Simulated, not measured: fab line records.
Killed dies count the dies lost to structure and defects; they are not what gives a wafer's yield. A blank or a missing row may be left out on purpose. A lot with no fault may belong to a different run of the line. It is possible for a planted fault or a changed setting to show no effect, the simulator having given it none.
Which tool was responsible?	flow sky130	11 lots with 33 wafers sampled at 3 steps, on a route of 708 steps

== WHAT EACH GAUGE READ, for each wafer ==
SKY_CONTACT_RS_MEAS_25: measures by four-point-probe.
lot	measured	on	CONTACT_W_RS (ohm/sq)
L383	day 32 08:55	film metro-04	0.333 0.336 0.337
L385	day 33 11:02	film metro-02	0.329 0.342 0.334
L387	day 33 17:40	film metro-04	0.338 0.334 0.335
L392	day 34 13:46	film metro-04	0.670 0.660 0.666
L393	day 35 01:12	film metro-02	0.665 0.659 0.672
L395	day 35 12:14	film metro-02	0.340 0.329 0.330
L400	day 37 10:50	film metro-02	0.325 0.333 0.319
L401	day 37 12:27	film metro-03	0.333 0.332 0.329
L404	day 38 12:03	film metro-02	0.321 0.329 0.333
L405	day 38 17:23	film metro-03	0.340 0.341 0.337
L406	day 38 19:19	film metro-04	0.333 0.333 0.336

== TOOL THAT RAN EACH LOT (tool first, then ch and the chambers of the sampled wafers, then the start) ==
lot	SKY_CONTACT_SPUTTER_23	SKY_CONTACT_CVD_24
L383	pvd sputter-03, day 32 08:44	cvd w-02 ch 1, day 32 08:49
L385	pvd sputter-02, day 33 10:50	cvd w-01 ch 0,1, day 33 10:55
L387	pvd sputter-02, day 33 17:28	cvd w-02 ch 0,1, day 33 17:32
L392	pvd sputter-04, day 34 13:34	cvd w-02 ch 0,1, day 34 13:40
L393	pvd sputter-02, day 35 01:02	cvd w-02 ch 0,1, day 35 01:05
L395	pvd sputter-02, day 35 12:02	cvd w-01 ch 0,1, day 35 12:06
L400	pvd sputter-02, day 37 10:37	cvd w-01 ch 0,1, day 37 10:43
L401	pvd sputter-02, day 37 12:16	cvd w-01 ch 0, day 37 12:19
L404	pvd sputter-04, day 38 11:52	cvd w-01 ch 0,1, day 38 11:55
L405	pvd sputter-03, day 38 17:08	cvd w-02 ch 0,1, day 38 17:16
L406	pvd sputter-03, day 38 19:08	cvd w-02 ch 0,1, day 38 19:11
- SKY_CONTACT_SPUTTER_23: material TiN, target thk 20 nm, time 80 s.
- SKY_CONTACT_CVD_24: deposits W, target thk 340 nm, time 102.12 s.

== THE ANSWER, worked out from the rows above alone ==
Rule: usual is defined by the lots themselves. The widest of any qualifying gaps counts: lots, ordered by their means at a reading, are off when they make up no more than a third of the lots, leave a main group of 4 or more, and stand apart from it by 3 or more times the standard deviation of that group's means. A main group whose means are all the same, to the digits that the tables above print for the reading, isn't used. Also off: a lot with no number at a reading for which 4 or more lots have one. All remaining lots with rows at the step are treated as sound.
Off: L392, L393, seen at SKY_CONTACT_RS_MEAS_25 (CONTACT_W_RS). The main group: mean 0.333 ohm/sq, standard deviation 0.004.
If a tool, at a process step before that reading, ran all the lots that are off and no sound lot after the first of them, it fits. Gauges at SKY_CONTACT_RS_MEAS_25: tried the same way as those tools. No candidate that was tried fits.

== WHAT HAD BEEN PUT IN BY THE SIMULATOR ==
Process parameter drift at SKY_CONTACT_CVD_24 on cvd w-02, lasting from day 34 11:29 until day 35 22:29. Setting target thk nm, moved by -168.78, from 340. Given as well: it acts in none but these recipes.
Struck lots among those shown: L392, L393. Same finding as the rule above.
